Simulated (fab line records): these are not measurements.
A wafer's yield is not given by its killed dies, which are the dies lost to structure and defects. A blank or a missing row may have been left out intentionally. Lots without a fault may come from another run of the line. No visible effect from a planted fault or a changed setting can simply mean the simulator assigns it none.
fab line records	flow sky130
record: lots: 12	wafers: 36	lastDay: 50
route steps=708 shown CONTACT@424 METAL1@451 VIA2@527 CAPM@549 PAD_OPEN@708
lots that met no fault: taken from a fault-free run of the same line
startH: hours from the record's opening day to when the first of the lot's shown wafers began	waitH: hours since the lot's step before	" same as the row above	L1.1+2: a single row standing in for several wafers	- no value present, or no start provided	* or withheld: withheld	< > ~ a bound
route shown NAME@n: names a module that has steps shown in the file, with the first one's number in the route	usual: mean and standard deviation over wafers with no fault	same: alike in all rows	chamber/n: place in a boat	sites: readings site by site	_std_site: the standard deviation of these	_edge_site: outer sites' mean less inner sites'	radiusMm: for every site, how far away it sits from the centre of the wafer	mask NAME#n: copy n	behind: tool/chamber where the wafer was last shaped	hold: reason for holding the lot/hours on hold/outcome of the hold	device: transistor that didn't switch, given as n, p or np	end of line: tests run on the same wafers once the route is complete	a step given without rows: its recipe and nothing more	killed: the dies lost at the first sort to structure and to defects; this is not the yield of the wafer	map: per-die view of a wafer (x killed, . not killed, _ where there is no die)
set.NAME: the setting the step ran with; set.NAME@STEP: the setting that earlier step ran with	model.NAME: the simulator's own value behind a step, which no gauge read
a sample of lots followed through the steps of the route, with each step as a table and each wafer as a row
services: when a tool's chamber went out of use (startH, in hours from the record's first day, below 0 if earlier), for how many hours, and the reason
== steps ==
step: SKY_CONTACT_ETCH_18
recipe: target: Si3N4	chemistry: CHF3/O2	stopOn: TiN	sourceW: 600	biasW: 200	pressureMtorr: 40	chf3FlowSccm: 50	O2_flow_sccm: 5	timeS: 39	targetDepthA: 750
usual: drypumpMotorCurrentA: 5.8/0.3	oesProductAu: 0.854/0.0078	throttleValvePct: 8.794/0.0089
lot.wafer	tool	chamber	startH	waitH	drypumpMotorCurrentA	oesProductAu	rfHoursCounterH	throttleValvePct
L285.4	rieDiel-02	0	-	-	6.0	0.850	-	8.782
L285.5	"	1	"	"	5.7	0.868	-	8.794
L285.6	"	3	"	"	5.8	0.855	-	8.790
L287.1	rieDiel-04	2	-	-	5.7	0.854	13	8.799
L287.5	"	2	"	"	5.7	0.854	-	8.804
L287.6	"	1	"	"	5.8	0.869	-	8.798
L288.2	rieDiel-01	2	-	-	6.2	0.846	16	8.792
L288.4	"	1	"	"	6.1	0.849	13	8.814
L288.5	"	1	"	"	6.1	0.863	-	8.800
L289.1	rieDiel-01	3	-	-	5.3	0.853	0	8.800
L289.3	"	0	"	"	5.4	0.850	6	8.779
L289.5	"	3	"	"	5.3	0.852	-	8.797
L292.2	rieDiel-04	2	-	-	5.7	0.850	14	8.789
L292.4	"	1	"	"	5.8	0.859	6	8.792
L292.6	"	2	"	"	5.7	0.859	-	8.802
L293.1	rieDiel-01	0	-	-	5.4	0.851	7	8.796
L293.5	"	2	"	"	6.2	0.847	-	8.798
L293.6	"	3	"	"	5.4	0.860	-	8.782
L296.1	rieDiel-04	0	-	-	5.9	0.851	28	8.798
L296.3	"	1	"	"	5.8	0.861	7	8.783
L296.6	"	0	"	"	5.8	0.864	-	8.816
L301.1	rieDiel-01	3	-	-	5.4	0.856	4	8.792
L301.2	"	0	"	"	5.4	0.848	9	8.799
L301.3	"	1	"	"	6.1	0.846	17	8.793
L305.3	rieDiel-01	2	-	-	6.2	0.856	20	8.798
L305.4	"	3	"	"	5.4	0.861	5	8.801
L305.5	"	0	"	"	5.4	0.854	-	8.783
L306.1	rieDiel-02	3	-	-	5.7	0.845	20	8.795
L306.2	"	1	"	"	5.7	0.853	17	8.789
L306.4	"	0	"	"	6.0	0.857	3	8.805
L307.4	rieDiel-02	3	-	-	5.8	0.860	21	8.787
L307.5	"	2	"	"	5.2	0.847	-	8.818
L307.6	"	1	"	"	5.7	0.856	-	8.797
L308.2	rieDiel-01	3	-	-	5.4	0.850	5	8.790
L308.3	"	2	"	"	6.2	0.851	21	8.789
L308.5	"	3	"	"	5.4	0.861	-	8.804
step: SKY_METAL1_DESCUM_17
recipe: chemistry: O2	sourcePowerW: 150	biasPowerW: 0	pressureMtorr: 10	tempC: 40	timeS: 8
usual: drypumpMotorCurrentA: 6.0/0.4	oesProductAu: 0.997/0.01
lot.wafer	tool	chamber	startH	waitH	drypumpMotorCurrentA	oesProductAu	rfHoursCounterH
L285.4	rieMetal-02	1	760.70	0.0	6.3	0.987	-
L285.5	"	0	"	"	6.2	1.014	-
L285.6	"	1	"	"	6.3	0.978	-
L287.1	rieMetal-04	0	775.89	0.0	6.2	0.990	8
L287.5	"	1	"	"	6.1	0.980	-
L287.6	"	0	"	"	6.1	0.988	-
L288.2	rieMetal-04	1	786.92	0.0	6.1	0.989	5
L288.4	"	0	"	"	6.1	1.000	-
L288.5	"	0	"	"	6.1	1.004	-
L289.1	rieMetal-03	1	793.37	0.0	5.1	0.995	1
L289.3	"	1	"	"	5.0	0.991	-
L289.5	"	1	"	"	5.1	0.993	-
L292.2	rieMetal-04	0	816.62	0.0	6.2	0.998	10
L292.4	"	0	"	"	6.2	1.005	-
L292.6	"	0	"	"	6.1	0.988	-
L293.1	rieMetal-03	1	834.77	0.0	5.1	0.993	3
L293.5	"	0	"	"	5.7	1.003	-
L293.6	"	1	"	"	5.0	0.991	-
L296.1	rieMetal-02	0	856.82	0.0	6.2	1.005	9
L296.3	"	0	"	"	6.1	1.000	-
L296.6	"	1	"	"	6.3	1.009	-
L301.1	rieMetal-02	0	885.64	0.0	6.2	1.012	10
L301.2	"	1	"	"	6.4	1.003	7
L301.3	"	0	"	"	6.1	1.014	-
L305.3	rieMetal-02	0	922.78	0.0	6.2	1.016	-
L305.4	"	1	"	"	6.3	0.999	-
L305.5	"	1	"	"	6.3	0.995	-
L306.1	rieMetal-04	0	925.94	0.0	6.1	1.001	14
L306.2	"	1	"	"	6.1	0.991	11
L306.4	"	1	"	"	6.1	0.991	-
L307.4	rieMetal-02	0	930.10	0.0	6.2	1.007	-
L307.5	"	1	"	"	6.4	0.995	-
L307.6	"	0	"	"	6.2	1.000	-
L308.2	rieMetal-04	1	933.62	0.0	6.1	0.992	11
L308.3	"	1	"	"	6.1	0.984	-
L308.5	"	0	"	"	6.1	1.001	-
step: SKY_VIA2_SPUTTER_20
recipe: material: TiN	targetThkNm: 20	chamberPressurePa: 5	powerW: 4000	timeS: 80
usual: cathodeDcPowerW: 4000.0/0.74	chamberPressurePa: 5.001/0.0096	throttleValvePct: 29.7/0.91
lot.wafer	tool	chamber	startH	waitH	cathodeDcPowerW	chamberPressurePa	throttleValvePct
L285.4	pvdSputter-03	-	847.97	0.0	3999.5	5.007	29.7
L285.5	"	-	"	"	3999.4	4.995	31.1
L285.6	"	-	"	"	4000.6	4.998	30.0
L287.1	pvdSputter-04	-	863.34	0.0	3999.8	5.010	29.1
L287.5	"	-	"	"	3998.7	5.016	29.8
L287.6	"	-	"	"	3999.9	5.007	30.8
L288.2	pvdSputter-02	-	872.69	0.0	3999.6	4.997	29.0
L288.4	"	-	"	"	3999.8	4.999	29.6
L288.5	"	-	"	"	4001.7	5.008	29.4
L289.1	pvdSputter-02	-	879.28	0.0	4000.6	5.010	28.3
L289.3	"	-	"	"	3999.6	5.020	29.2
L289.5	"	-	"	"	3998.7	5.004	28.0
L292.2	pvdSputter-02	-	900.94	0.0	4000.1	5.006	29.1
L292.4	"	-	"	"	3999.4	4.996	30.3
L292.6	"	-	"	"	3999.8	5.010	28.2
L293.1	pvdSputter-02	-	917.46	0.0	3999.5	4.996	28.2
L293.5	"	-	"	"	4000.1	5.011	29.2
L293.6	"	-	"	"	3999.2	5.011	30.5
L296.1	pvdSputter-04	-	941.42	0.0	4001.0	5.010	28.6
L296.3	"	-	"	"	3999.8	5.031	29.6
L296.6	"	-	"	"	4000.2	4.992	30.9
L301.1	pvdSputter-04	-	967.96	0.0	3999.6	4.983	30.9
L301.2	"	-	"	"	3999.1	4.988	28.8
L301.3	"	-	"	"	4001.4	5.001	29.6
L305.3	pvdSputter-04	-	1000.96	0.0	4000.4	5.006	28.7
L305.4	"	-	"	"	3999.9	5.007	29.4
L305.5	"	-	"	"	3999.6	6.446	26.2
L306.1	pvdSputter-04	-	1004.65	0.0	3999.7	4.989	28.7
L306.2	"	-	"	"	4000.7	5.009	29.9
L306.4	"	-	"	"	4000.7	6.411	26.1
L307.4	pvdSputter-02	-	1006.95	0.0	3998.4	5.013	29.1
L307.5	"	-	"	"	4000.0	5.009	30.5
L307.6	"	-	"	"	3999.9	4.993	29.4
L308.2	pvdSputter-03	-	1011.41	0.0	3999.1	5.005	30.0
L308.3	"	-	"	"	4000.4	4.986	30.9
L308.5	"	-	"	"	3999.3	4.994	28.9
step: SKY_CAPM_OVL_MEAS_12
usual: CAPM_OVL: -0.3/1.2
lot.wafer	tool	chamber	startH	waitH	CAPM_OVL[nm]
L285.4	overlay-02	-	875.13	0.1	-1.5
L285.5	"	-	"	"	-2.4
L285.6	"	-	"	"	-2.1
L287.1	overlay-02	-	890.41	0.1	0.6
L287.5	"	-	"	"	0.1
L287.6	"	-	"	"	-1.9
L288.2	overlay-01	-	898.89	0.1	-0.6
L288.4	"	-	"	"	-1.2
L288.5	"	-	"	"	-1.1
L289.1	overlay-02	-	905.51	0.1	1.0
L289.3	"	-	"	"	-0.2
L289.5	"	-	"	"	0.9
L292.2	overlay-02	-	926.39	0.1	0.0
L292.4	"	-	"	"	0.8
L292.6	"	-	"	"	0.1
L293.1	overlay-01	-	943.04	0.1	0.3
L293.5	"	-	"	"	-1.3
L293.6	"	-	"	"	1.0
L296.1	overlay-01	-	966.12	0.1	-1.7
L296.3	"	-	"	"	-2.0
L296.6	"	-	"	"	-2.2
L301.1	overlay-01	-	992.26	0.1	-2.7
L301.2	"	-	"	"	-2.1
L301.3	"	-	"	"	-1.5
L305.3	overlay-02	-	1024.53	0.1	-0.4
L305.4	"	-	"	"	-0.2
L305.5	"	-	"	"	-0.7
L306.1	overlay-01	-	1028.51	0.1	-0.5
L306.2	"	-	"	"	-0.4
L306.4	"	-	"	"	-0.2
L307.4	overlay-02	-	1030.56	0.1	0.6
L307.5	"	-	"	"	-1.3
L307.6	"	-	"	"	-0.8
L308.2	overlay-01	-	1034.34	0.1	0.5
L308.3	"	-	"	"	0.5
L308.5	"	-	"	"	2.2
step: SKY_PAD_OPEN_PROBE_99
usual: defectLimitedYield: 82.5/2	killed_at_M0_to_M3: 42/6.6	killed_at_M4_up: 3.1/1.9	killedAtContacts: 25/5.7	killedAtFrontEnd: 16/5	killedAtOther: 0.2/0.38	killedDies: 86/9.6	killedOpen: 47/7.2	killedShort: 39/6.2	sort_bin_3_pad_short: 0.9/0.44	sort_bin_5_function: 10.3/1.5	sort_bin_6_memory: 6.2/1.1	sortNPass: 406/9.6	sortYieldPct: 82.5/2
same: grossDies: 492	killedAtBackSide: 0	sort_bin_4_leakage[%]: 0	sort_bin_8_speed[%]: 0
lot.wafer	tool	chamber	startH	waitH	defectLimitedYield[%]	killed_at_M0_to_M3	killed_at_M4_up	killedAtContacts	killedAtFrontEnd	killedAtOther	killedDies	killedOpen	killedShort	sort_bin_3_pad_short[%]	sort_bin_5_function[%]	sort_bin_6_memory[%]	sortNPass	sortYieldPct[%]
L306.1	prober-02	-	1193.35	0.1	83.5	33	5	23	20	0	81	44	37	1.0	10.6	4.9	411	83.5
L306.2	prober-02	-	1193.40	0.1	84.1	39	2	21	16	0	78	42	36	1.2	8.7	5.9	414	84.1
L306.4	prober-02	-	1193.50	0.2	86.4	30	2	24	11	0	67	40	27	1.4	6.3	5.9	425	86.4
killed by level:class
L306.1 LI_CONTACT:geometricParticle:open=8 CONTACT:geometricParticle:open=7 VIA1:geometricParticle:open=6 FIELD_ISO:geometricParticle:open=5 FIELD_ISO:geometricParticle:short=5 CONTACT:geometricParticle:short=5 VIA1:geometricParticle:short=5 METAL2:geometricParticle:short=5
L306.2 VIA1:geometricParticle:open=12 METAL1:geometricParticle:short=8 CONTACT:geometricParticle:open=7 LOCAL_INTERCONNECT:geometricParticle:short=6 VIA2:geometricParticle:open=6 VIA3:geometricParticle:short=5 FIELD_ISO:geometricParticle:short=4 LI_CONTACT:geometricParticle:open=4
L306.4 VIA1:geometricParticle:open=11 CONTACT:geometricParticle:open=7 LI_CONTACT:geometricParticle:open=6 LOCAL_INTERCONNECT:geometricParticle:short=6 POLY_GATE:geometricParticle:open=5 VIA2:geometricParticle:open=5 METAL2:geometricParticle:short=3 VIA3:geometricParticle:short=3
== services ==
tool	chamber	startH	hours	kind
rieDiel-01	2	711.68	1.6	repair
rieDiel-01	-	714.83	0.4	repair
rieDiel-01	-	752.74	2.8	pm
rieDiel-04	1	760.56	15.0	repair
pvdSputter-02	-	770.07	2.0	repair
rieDiel-02	2	770.18	4.2	repair
rieDiel-04	1	777.29	9.5	repair
pvdSputter-04	-	780.42	2.2	repair
rieMetal-02	-	781.20	1.4	pm
rieDiel-01	-	781.69	6.2	repair
rieDiel-01	3	800.19	2.0	repair
rieDiel-02	-	805.90	0.4	repair
rieDiel-04	0	806.22	2.4	repair
pvdSputter-04	-	814.06	4.8	repair
rieDiel-02	1	820.59	2.9	repair
rieDiel-04	3	877.54	2.0	repair
pvdSputter-04	-	888.09	2.7	repair
pvdSputter-02	-	898.85	0.9	repair
rieDiel-02	0	950.15	2.2	repair
rieDiel-02	0	956.20	8.7	repair
rieDiel-01	0	957.21	16.2	repair
rieDiel-01	1	966.90	7.1	repair
rieDiel-02	2	977.87	5.8	repair
pvdSputter-02	-	997.40	1.4	repair
== key ==
firstSign: step: SKY_VIA2_SPUTTER_20	reading: chamberPressurePa	direction: up	sigmas: 99+	usual: 5.001	struck: 6.429
effect: step: SKY_VIA2_SPUTTER_20	reading: throttleValvePct	direction: down	sigmas: 3.8	usual: 29.7	struck: 26.2
metAt SKY_VIA2_SPUTTER_20
struckLots L305,L306
struckWafers L305.5,L306.4
notActingAt SKY_CONTACT_ETCH_18,SKY_METAL1_DESCUM_17,SKY_CAPM_OVL_MEAS_12
onsetBetween 941.42 1000.96
fault: kind: processParameterDrift	tool: pvdSputter-04	chamber: -	onsetH: 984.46	steps: SKY_VIA2_SPUTTER_20	channel: chamberPressurePa	offset: 1.4308	shape: step	endH: 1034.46	actsIn: theseRecipesOnly	stated: 5	scope: struckWafersOnly
